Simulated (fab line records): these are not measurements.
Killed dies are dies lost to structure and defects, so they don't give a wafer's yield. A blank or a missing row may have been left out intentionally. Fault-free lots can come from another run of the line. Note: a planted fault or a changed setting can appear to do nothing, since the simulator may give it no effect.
Matching of chambers / flow gf180mcu / GF_V1_ETCH_16 on rie_diel-03 has 4 sister chambers
The step etches BARC in N2/H2. 4 wafers are shown with their chamber, then 7 later ones without.

== WAFERS, EACH WITH ITS CHAMBER ==
wafer=L486.3; chamber=1; n2_flow_sccm (sccm)=100.0
wafer=L488.2; chamber=2; n2_flow_sccm (sccm)=100.0
wafer=L489.3; chamber=0; n2_flow_sccm (sccm)=99.9
wafer=L489.4; chamber=3; n2_flow_sccm (sccm)=99.7

== WAFERS MISSING THEIR CHAMBER ==
wafer=L489.6; n2_flow_sccm (sccm)=100.1
wafer=L496.3; n2_flow_sccm (sccm)=100.1
wafer=L496.4; n2_flow_sccm (sccm)=100.1
wafer=L496.6; n2_flow_sccm (sccm)=100.0
wafer=L506.3; n2_flow_sccm (sccm)=100.0
wafer=L506.5; n2_flow_sccm (sccm)=100.3
wafer=L506.6; n2_flow_sccm (sccm)=100.0

== EACH ONE'S CHAMBER ==
wafer=L489.6; from the rows above=can't be placed: 1 or 2 or 0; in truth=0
wafer=L496.3; from the rows above=can't be placed: 1 or 2 or 0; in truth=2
wafer=L496.4; from the rows above=can't be placed: 1 or 2 or 0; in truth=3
wafer=L496.6; from the rows above=can't be placed: 1 or 2 or 0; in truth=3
wafer=L506.3; from the rows above=can't be placed: 1 or 2 or 0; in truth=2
wafer=L506.5; from the rows above=can't be placed: 1 or 2 or 0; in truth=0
wafer=L506.6; from the rows above=can't be placed: 1 or 2 or 0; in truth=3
0 of 7 placed correctly. From these rows, 7 cannot be placed; in 4 the true chamber is one of the candidates. 0 placed wrongly.
How it was worked out, from the rows above alone: a wafer's distance from a chamber is the root of the sum, over the readings, of the square of ((its reading less the chamber's mean) divided by the reading's scatter). The wafer belongs to the nearest chamber; if the next one is less than 2 further off, it can't be placed. A chamber's mean is the mean of its shown wafers. The scatter: with one shown wafer a chamber, the root of the mean of the squares of how far each hidden wafer lies from its nearest shown one.
